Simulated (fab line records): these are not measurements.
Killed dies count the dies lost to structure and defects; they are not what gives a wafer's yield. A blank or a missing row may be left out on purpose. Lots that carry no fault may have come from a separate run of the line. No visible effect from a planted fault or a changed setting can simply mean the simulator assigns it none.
fab line records ; flow sky130
record lots=6; wafers=18; lastDay=50
route steps=708 shown METAL1@446 VIA1@458 PAD_OPEN@708
lots that met no fault: from a run of the same line without faults
startH: hours from the record's first day to the start of the lot's first wafer shown ; waitH: hours elapsed since this lot's preceding step ; " same as the row above ; L1.1+2: one row covering several wafers at once ; - no value, or no start was given ; * or withheld: withheld ; < > ~ a bound
route shown NAME@n: a module of which the file shows steps, and the number in the route of the first ; usual: mean/standard deviation of fault-free wafers ; same: alike in all rows ; chamber/n: place in a boat ; sites: each site's reading ; _std_site: standard deviation of those values ; _edge_site: mean of outer sites minus mean of inner sites ; radiusMm: for every site, how far away it sits from the centre of the wafer ; mask NAME#n: copy n ; behind: the tool/chamber that last shaped the wafer ; hold: why the lot was held/for how many hours/how that ended ; device: the transistor (n, p or np) that didn't switch ; end of line: tests run on the same wafers once the route is complete ; a step without rows: its recipe alone ; killed: count of dies lost to structure and defects at first sort (not the wafer's yield) ; map: a wafer's dies, x killed, . not, _ none there
set.NAME: the setting that was run; set.NAME@STEP: the one run at that earlier step ; model.NAME: the simulator's own value behind a step, which no gauge read
lots at selected steps of the route; one table per step, one row per wafer
services: a tool's chamber out of use, with start hour (startH, from the record's first day; less than 0 if before it), hours out, and reason
## steps
# step SKY_METAL1_EXPOSE_12
# recipe maskId=MM1; na=0.8; sourceShape=annular; sigmaInner=0.55; sigmaOuter=0.85; targetCdNm=140; doseMj=28
# step SKY_METAL1_PEB_13
# recipe pebTempC=withheld; pebTimeS=withheld; resist=KrF-thick
# step SKY_METAL1_DEVELOP_14
# recipe developTimeS=60; resist=KrF-thick; devTempC=21
# step SKY_METAL1_CD_MEAS_15
# recipe targetCdNm=140
# usual cdNm=140.2/1.8
lot.wafer;tool;chamber;startH;waitH;cdNm
L952.2;cdSem-02;-;790.65;-;140.2
L952.5;cdSem-02;-;790.65;-;140.2
L952.6;cdSem-02;-;790.65;-;139.5
L955.2;cdSem-01;-;813.06;-;141.4
L955.3;cdSem-01;-;813.06;-;140.5
L955.5;cdSem-01;-;813.06;-;139.2
L956.1;cdSem-01;-;819.88;-;139.5
L956.2;cdSem-01;-;819.88;-;139.1
L956.5;cdSem-01;-;819.88;-;141.3
L967.2;cdSem-01;-;910.40;-;141.5
L967.3;cdSem-01;-;910.40;-;143.2
L967.4;cdSem-01;-;910.40;-;141.5
L971.1;cdSem-02;-;942.79;-;139.6
L971.4;cdSem-02;-;942.79;-;141.4
L971.5;cdSem-02;-;942.79;-;142.5
L972.3;cdSem-02;-;951.62;-;140.1
L972.5;cdSem-02;-;951.62;-;141.8
L972.6;cdSem-02;-;951.62;-;138.1
# step SKY_METAL1_OVL_MEAS_16
# usual METAL1_OVL=3/5.4
lot.wafer;tool;chamber;startH;waitH;METAL1_OVL[nm]
L952.2;overlay-02;-;790.76;0.1;19
L952.5;overlay-02;-;790.76;0.1;15
L952.6;overlay-02;-;790.76;0.1;11
L955.2;overlay-02;-;813.17;0.1;3
L955.3;overlay-02;-;813.17;0.1;7
L955.5;overlay-02;-;813.17;0.1;-2
L956.1;overlay-01;-;820.00;0.1;-1
L956.2;overlay-01;-;820.00;0.1;-1
L956.5;overlay-01;-;820.00;0.1;-2
L967.2;overlay-02;-;910.51;0.1;-3
L967.3;overlay-02;-;910.51;0.1;3
L967.4;overlay-02;-;910.51;0.1;2
L971.1;overlay-02;-;942.91;0.1;-1
L971.4;overlay-02;-;942.91;0.1;1
L971.5;overlay-02;-;942.91;0.1;3
L972.3;overlay-01;-;951.71;0.1;4
L972.5;overlay-01;-;951.71;0.1;8
L972.6;overlay-01;-;951.71;0.1;8
# step SKY_METAL1_DESCUM_17
# recipe chemistry=O2; sourcePowerW=150; biasPowerW=0; pressureMtorr=10; tempC=40; timeS=8
# usual drypumpMotorCurrentA=5.8/0.46; oesProductAu=1.005/0.0088; rfFwdPowerW=147.4/0.61
# same timeS=8
lot.wafer;tool;chamber;startH;waitH;drypumpMotorCurrentA;oesProductAu;rfFwdPowerW;rfHoursCounterH
L952.2;rieMetal-04;1;790.79;0.0;5.9;0.996;146.5;11
L952.5;rieMetal-04;1;790.79;0.0;5.9;1.004;145.9;-
L952.6;rieMetal-04;0;790.79;0.0;6.5;1.005;147.5;-
L955.2;rieMetal-04;1;813.20;0.0;6.0;1.004;145.8;12
L955.3;rieMetal-04;1;813.20;0.0;6.0;1.013;146.1;-
L955.5;rieMetal-04;1;813.20;0.0;5.9;1.002;146.3;-
L956.1;rieMetal-01;1;820.04;0.0;5.1;0.997;147.5;6
L956.2;rieMetal-01;0;820.04;0.0;6.0;1.007;147.4;4
L956.5;rieMetal-01;1;820.04;0.0;5.1;0.998;148.2;-
L967.2;rieMetal-03;0;910.55;0.0;5.7;0.991;147.4;-
L967.3;rieMetal-03;0;910.55;0.0;5.6;0.977;148.1;-
L967.4;rieMetal-03;0;910.55;0.0;5.7;0.981;147.4;-
L971.1;rieMetal-04;0;942.95;0.0;6.6;1.016;147.2;11
L971.4;rieMetal-04;0;942.95;0.0;6.6;1.010;146.9;-
L971.5;rieMetal-04;0;942.95;0.0;6.6;0.999;146.6;-
L972.3;rieMetal-01;1;951.75;0.0;5.1;0.992;147.8;-
L972.5;rieMetal-01;1;951.75;0.0;5.1;1.000;147.5;-
L972.6;rieMetal-01;0;951.75;0.0;6.1;1.012;147.5;-
# step SKY_METAL1_ETCH_18
# recipe chemistry=N2/H2; target=BARC; ionEnergyEv=200; biasW=100; pressureMtorr=30; n2FlowSccm=100; h2FlowSccm=200; icpW=500; stopOn=SiO2; timeS=45.9; targetDepthA=600
# usual drypumpMotorCurrentA=5.8/0.46; oesProductAu=0.855/0.0053; rfFwdPowerW=495.8/1.9; throttleValvePct=13.225/0.01
# same timeS=45.9
lot.wafer;tool;chamber;startH;waitH;drypumpMotorCurrentA;oesProductAu;rfFwdPowerW;rfHoursCounterH;throttleValvePct
L952.2;rieMetal-04;1;790.82;0.0;5.9;0.854;494.4;11;13.232
L952.5;rieMetal-04;1;790.82;0.0;5.9;0.866;495.2;-;13.227
L952.6;rieMetal-04;0;790.82;0.0;6.6;0.859;497.6;-;13.229
L955.2;rieMetal-04;1;813.23;0.0;6.0;0.851;494.6;12;13.216
L955.3;rieMetal-04;1;813.23;0.0;5.9;0.857;492.5;-;13.219
L955.5;rieMetal-04;1;813.23;0.0;6.0;0.852;494.1;-;13.205
L956.1;rieMetal-01;1;820.07;0.0;5.1;0.866;492.4;6;13.239
L956.2;rieMetal-01;0;820.07;0.0;6.1;0.848;495.8;4;13.218
L956.5;rieMetal-01;1;820.07;0.0;5.1;0.853;495.1;-;13.236
L967.2;rieMetal-03;0;910.62;0.1;5.7;0.851;496.5;-;13.242
L967.3;rieMetal-03;0;910.62;0.1;5.7;0.852;499.1;-;13.217
L967.4;rieMetal-03;0;910.62;0.1;5.7;0.855;494.1;-;13.234
L971.1;rieMetal-04;0;943.01;0.1;6.6;0.853;497.2;11;13.229
L971.4;rieMetal-04;0;943.01;0.1;6.6;0.859;493.3;-;13.215
L971.5;rieMetal-04;0;943.01;0.1;6.6;0.864;491.4;-;13.236
L972.3;rieMetal-01;1;951.79;0.0;5.1;0.858;495.9;-;13.213
L972.5;rieMetal-01;1;951.79;0.0;5.1;0.857;493.7;-;13.220
L972.6;rieMetal-01;0;951.79;0.0;6.0;0.853;495.7;-;13.216
# step SKY_METAL1_METAL_ETCH_19
# recipe targetDepthA=3600; stopOn=SiO2; overEtchFrac=0.3; timeS=78; chemistry=Cl2/BCl3; resistSidewallDeg=88; pressureMtorr=10; icpW=900; biasW=48.5; Cl2_flow_sccm=60; bcl3FlowSccm=30
# usual bcl3FlowSccm=29.99/0.09; drypumpMotorCurrentA=5.8/0.46; oesProductAu=0.855/0.0057; rfFwdPowerW=895/3; throttleValvePct=22.263/0.0097
# same timeS=78
lot.wafer;tool;chamber;startH;waitH;bcl3FlowSccm;drypumpMotorCurrentA;oesProductAu;rfFwdPowerW;rfHoursCounterH;throttleValvePct
L952.2;rieMetal-04;1;790.88;0.0;29.84;5.9;0.857;891;11;22.278
L952.5;rieMetal-04;1;790.88;0.0;29.97;5.9;0.862;891;-;22.258
L952.6;rieMetal-04;0;790.88;0.0;30.04;6.6;0.843;898;-;22.258
L955.2;rieMetal-04;1;813.29;0.0;30.01;6.0;0.851;891;12;22.264
L955.3;rieMetal-04;1;813.29;0.0;30.04;5.9;0.851;890;-;22.258
L955.5;rieMetal-04;1;813.29;0.0;29.95;5.9;0.849;894;-;22.270
L956.1;rieMetal-01;1;820.13;0.0;29.98;5.1;0.848;898;6;22.252
L956.2;rieMetal-01;0;820.13;0.0;30.04;6.0;0.850;895;4;22.267
L956.5;rieMetal-01;1;820.13;0.0;29.91;5.1;0.865;899;-;22.269
L967.2;rieMetal-03;0;910.76;0.1;30.07;5.7;0.850;892;-;22.253
L967.3;rieMetal-03;0;910.76;0.1;30.05;5.7;0.842;894;-;22.261
L967.4;rieMetal-03;0;910.76;0.1;29.97;5.7;0.845;890;-;22.261
L971.1;rieMetal-04;0;943.14;0.1;29.88;6.6;0.855;893;11;22.256
L971.4;rieMetal-04;0;943.14;0.1;29.98;6.6;0.851;890;-;22.257
L971.5;rieMetal-04;0;943.14;0.1;30.06;6.6;0.852;897;-;22.252
L972.3;rieMetal-01;1;951.86;0.1;29.98;5.1;0.857;896;-;22.264
L972.5;rieMetal-01;1;951.86;0.1;30.01;5.1;0.849;898;-;22.254
L972.6;rieMetal-01;0;951.86;0.1;30.03;6.1;0.854;897;-;22.261
# step SKY_METAL1_STRIP_20
# recipe chemistry=O2/N2; powerW=1400; pressureMtorr=1500; platenTempC=withheld; o2FlowSccm=3000; n2FlowSccm=300; overashFraction=0.5
# usual drypumpMotorCurrentA=5.9/0.31; oesProductAu=0.342/0.0045; stripTimeToEndpointS=2.66/0.039
lot.wafer;tool;chamber;startH;waitH;drypumpMotorCurrentA;oesProductAu;rfHoursCounterH;stripTimeToEndpointS
L952.2;plasmaAsher-03;1;790.97;0.1;5.4;0.345;35;2.66
L952.5;plasmaAsher-03;1;790.97;0.1;5.4;0.343;-;2.65
L952.6;plasmaAsher-03;0;790.97;0.1;6.1;0.338;-;2.69
L955.2;plasmaAsher-03;1;813.38;0.1;5.4;0.338;38;2.66
L955.3;plasmaAsher-03;0;813.38;0.1;6.1;0.345;-;2.66
L955.5;plasmaAsher-03;1;813.38;0.1;5.4;0.339;-;2.67
L956.1;plasmaAsher-04;0;820.22;0.1;5.6;0.338;69;2.66
L956.2;plasmaAsher-04;1;820.22;0.1;6.1;0.340;69;2.65
L956.5;plasmaAsher-04;0;820.22;0.1;5.6;0.340;-;2.68
L967.2;plasmaAsher-04;1;910.91;0.1;6.1;0.342;79;2.72
L967.3;plasmaAsher-04;1;910.91;0.1;6.1;0.341;-;2.70
L967.4;plasmaAsher-04;0;910.91;0.1;5.6;0.341;-;2.73
L971.1;plasmaAsher-04;1;943.32;0.1;6.1;0.338;83;2.64
L971.4;plasmaAsher-04;1;943.32;0.1;6.1;0.341;-;2.61
L971.5;plasmaAsher-04;0;943.32;0.1;5.6;0.337;-;2.63
L972.3;plasmaAsher-04;0;951.96;0.1;5.6;0.343;-;2.69
L972.5;plasmaAsher-04;0;951.96;0.1;5.6;0.340;-;2.70
L972.6;plasmaAsher-04;1;951.96;0.1;6.1;0.342;-;2.62
# step SKY_METAL1_STRIP_21
# recipe chemistry=postEtchResidueRemover; timeS=1200; tempC=72.5
# step SKY_METAL1_CLEAN_22
# recipe chemistry=IPA; timeS=180; tempC=25
# step SKY_METAL1_CLEAN_23
# recipe chemistry=O3/DIW; dry=n2Spin
# step SKY_VIA1_HDPCVD_00
# recipe material=SiO2; targetThkNm=1030; sigmaOpenFrac=0.3; timeS=171.7; tempC=400; sih4FlowSccm=60; pressureMtorr=6
# same timeS=171.7
lot.wafer;tool;chamber;startH;waitH
L952.2+5+6;hdpcvd-02;1,0,2;791.57;0.0
L955.2+3+5;hdpcvd-02;2,0,2;813.97;0.0
L956.1+2+5;hdpcvd-02;0,1,0;820.82;0.0
L956.1+2+5;hdpcvd-02;0,1,0;821.10;0.2
L967.2+3+4;hdpcvd-01;0,2,0;911.50;0.0
L967.2+3+4;hdpcvd-01;0,2,0;911.78;0.2
L971.1+4+5;hdpcvd-01;1,1,2;943.94;0.0
L972.3+5+6;hdpcvd-02;1,1,2;952.55;0.0
# step SKY_VIA1_THK_MEAS_01
# recipe reads=SiO2_of_VIA1_HDPCVD_00
# usual VIA1_HDPCVD_THK=1036/9.7
lot.wafer;tool;chamber;startH;waitH;VIA1_HDPCVD_THK[nm]
L952.2;filmMetro-03;-;791.69;0.1;1037
L952.5;filmMetro-03;-;791.69;0.1;1036
L952.6;filmMetro-03;-;791.69;0.1;1034
L955.2;filmMetro-04;-;814.10;0.1;1018
L955.3;filmMetro-04;-;814.10;0.1;1039
L955.5;filmMetro-04;-;814.10;0.1;1018
L956.1;filmMetro-03;-;821.22;0.1;2078
L956.2;filmMetro-03;-;821.22;0.1;2074
L956.5;filmMetro-03;-;821.22;0.1;2060
L967.2;filmMetro-04;-;911.90;0.1;2106
L967.3;filmMetro-04;-;911.90;0.1;2072
L967.4;filmMetro-04;-;911.90;0.1;2079
L971.1;filmMetro-02;-;944.05;0.1;1040
L971.4;filmMetro-02;-;944.05;0.1;1048
L971.5;filmMetro-02;-;944.05;0.1;1030
L972.3;filmMetro-04;-;952.69;0.1;1031
L972.5;filmMetro-04;-;952.69;0.1;1035
L972.6;filmMetro-04;-;952.69;0.1;1034
# step SKY_VIA1_CMP_02
# recipe material=SiO2; downForcePsi=4; platenRpm=60; padVelocityMS=0.94248
# usual motorCurrentA=11.8/1.3; slurryFilterDpKPa=13.49/0.14
lot.wafer;tool;chamber;startH;waitH;motorCurrentA;slurryFilterDpKPa
L952.2;cmp-01;1;791.79;0.1;12.0;13.80
L952.5;cmp-01;0;791.79;0.1;10.4;13.50
L952.6;cmp-01;1;791.79;0.1;12.6;13.55
L955.2;cmp-02;1;814.20;0.1;11.8;13.36
L955.3;cmp-02;3;814.20;0.1;12.5;13.57
L955.5;cmp-02;0;814.20;0.1;10.5;13.37
L956.1;cmp-01;3;821.33;0.1;13.2;13.53
L956.2;cmp-01;0;821.33;0.1;10.4;13.37
L956.5;cmp-01;2;821.33;0.1;9.8;13.38
L967.4;cmp-02;0;911.95;0.0;10.7;13.54
L967.2;cmp-02;1;911.95;0.0;12.3;13.52
L967.3;cmp-02;3;911.95;0.0;12.8;13.44
L971.1;cmp-02;1;944.11;0.1;11.7;13.40
L971.4;cmp-02;2;944.11;0.1;13.6;13.34
L971.5;cmp-02;2;944.11;0.1;13.6;13.48
L972.3;cmp-01;2;952.83;0.1;10.5;13.45
L972.5;cmp-01;0;952.83;0.1;11.6;13.48
L972.6;cmp-01;1;952.83;0.1;12.0;13.64
# step SKY_PAD_OPEN_PROBE_99
# usual defectLimitedYield=82.8/2; killed_at_M0_to_M3=43/6.4; killed_at_M4_up=3.1/2; killedAtContacts=24/5.2; killedAtFrontEnd=15/4.3; killedAtOther=0.2/0.48; killedDies=85/9.7; killedOpen=47/6.9; killedShort=38/6.7; sort_bin_3_pad_short=0.9/0.48; sort_bin_5_function=10.3/1.6; sort_bin_6_memory=6.1/0.97; sortNPass=407/9.7; sortYieldPct=82.8/2
# same grossDies=492; killedAtBackSide=0; sort_bin_4_leakage[%]=0; sort_bin_8_speed[%]=0
lot.wafer;tool;chamber;startH;waitH;defectLimitedYield[%];killed_at_M0_to_M3;killed_at_M4_up;killedAtContacts;killedAtFrontEnd;killedAtOther;killedDies;killedOpen;killedShort;sort_bin_3_pad_short[%];sort_bin_5_function[%];sort_bin_6_memory[%];sortNPass;sortYieldPct[%]
L956.1;prober-01;-;1123.71;0.1;85.2;43;3;15;12;0;73;40;33;0.8;8.7;5.3;419;85.2
L956.2;prober-01;-;1123.76;0.1;84.1;48;3;20;7;0;78;42;36;0.8;10.0;5.1;414;84.1
L967.2;prober-02;-;1188.01;0.1;83.3;44;1;21;16;0;82;47;35;0.2;10.4;6.1;410;83.3
L967.3;prober-02;-;1188.06;0.2;80.9;54;2;25;13;0;94;40;54;1.4;11.0;6.7;398;80.9
L967.4;prober-02;-;1188.11;0.2;85.0;44;0;16;13;1;74;35;39;0.6;8.1;6.3;418;85.0
# killed by level:class
L956.1 VIA1:geometricParticle:open=11 CONTACT:geometricParticle:open=9 VIA2:geometricParticle:open=8 POLY_GATE:geometricParticle:short=6 METAL1:geometricParticle:short=6 LI_CONTACT:geometricParticle:open=4 VIA1:geometricParticle:short=4 METAL2:geometricParticle:short=4
L956.2 VIA1:geometricParticle:open=12 CONTACT:geometricParticle:open=7 METAL1:geometricParticle:short=7 LI_CONTACT:geometricParticle:open=6 VIA3:geometricParticle:open=6 CONTACT:geometricParticle:short=5 VIA1:geometricParticle:short=5 VIA3:geometricParticle:short=5
L967.2 VIA1:geometricParticle:open=15 CONTACT:geometricParticle:short=8 CONTACT:geometricParticle:open=7 FIELD_ISO:geometricParticle:short=5 METAL2:geometricParticle:short=5 VIA3:geometricParticle:open=5 POLY_GATE:geometricParticle:open=4 VIA1:geometricParticle:short=4
L967.3 VIA1:geometricParticle:open=12 CONTACT:geometricParticle:short=9 VIA1:geometricParticle:short=8 CONTACT:geometricParticle:open=7 LOCAL_INTERCONNECT:geometricParticle:short=6 METAL3:geometricParticle:short=6 VIA3:geometricParticle:open=6 VIA2:geometricParticle:open=5
L967.4 VIA1:geometricParticle:short=12 VIA1:geometricParticle:open=11 CONTACT:geometricParticle:open=7 FIELD_ISO:geometricParticle:short=5 POLY_GATE:geometricParticle:short=5 VIA2:geometricParticle:open=5 LI_CONTACT:geometricParticle:open=4 METAL2:geometricParticle:short=4
## services
tool;chamber;startH;hours;kind
plasmaAsher-04;-;767.10;2.8;pm
plasmaAsher-03;-;770.87;0.3;repair
rieMetal-04;-;776.37;1.4;pm
cmp-02;-;783.91;3.3;pm
plasmaAsher-03;-;786.91;4.0;pm
rieMetal-03;1;807.27;1.1;repair
hdpcvd-01;2;810.36;2.0;repair
cmp-02;-;831.39;3.8;repair
rieMetal-04;-;834.16;14.6;pm
cmp-02;-;837.04;22.1;repair
plasmaAsher-03;-;845.12;4.8;repair
rieMetal-04;-;851.75;0.1;repair
rieMetal-04;-;851.94;2.8;pm
hdpcvd-01;0;861.61;3.8;repair
hdpcvd-01;-;883.98;14.6;pm
rieMetal-03;1;888.97;-;clean
cmp-01;-;901.02;0.4;repair
cmp-01;-;911.82;1.1;repair
cmp-02;-;912.41;4.0;pm
cmp-01;-;916.41;6.4;pm
rieMetal-04;1;932.40;-;clean
rieMetal-04;1;932.40;20.4;scheduledDown
rieMetal-04;1;932.40;20.4;ventCycle
hdpcvd-01;-;950.25;15.0;pm
## key
firstSign step=SKY_VIA1_HDPCVD_00; reading=visit; direction=added
effect step=SKY_VIA1_THK_MEAS_01; reading=VIA1_HDPCVD_THK; direction=up; sigmas=99+; usual=1036; struck=2078
metAt SKY_VIA1_HDPCVD_00
struckWafers L956.1,L956.2,L956.5,L967.2,L967.3,L967.4
fault kind=repeatedStepWhole; tool=hdpcvd-01,hdpcvd-02; chamber=-; onsetH=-; steps=SKY_VIA1_HDPCVD_00; times=1; scope=struckLotsOnly
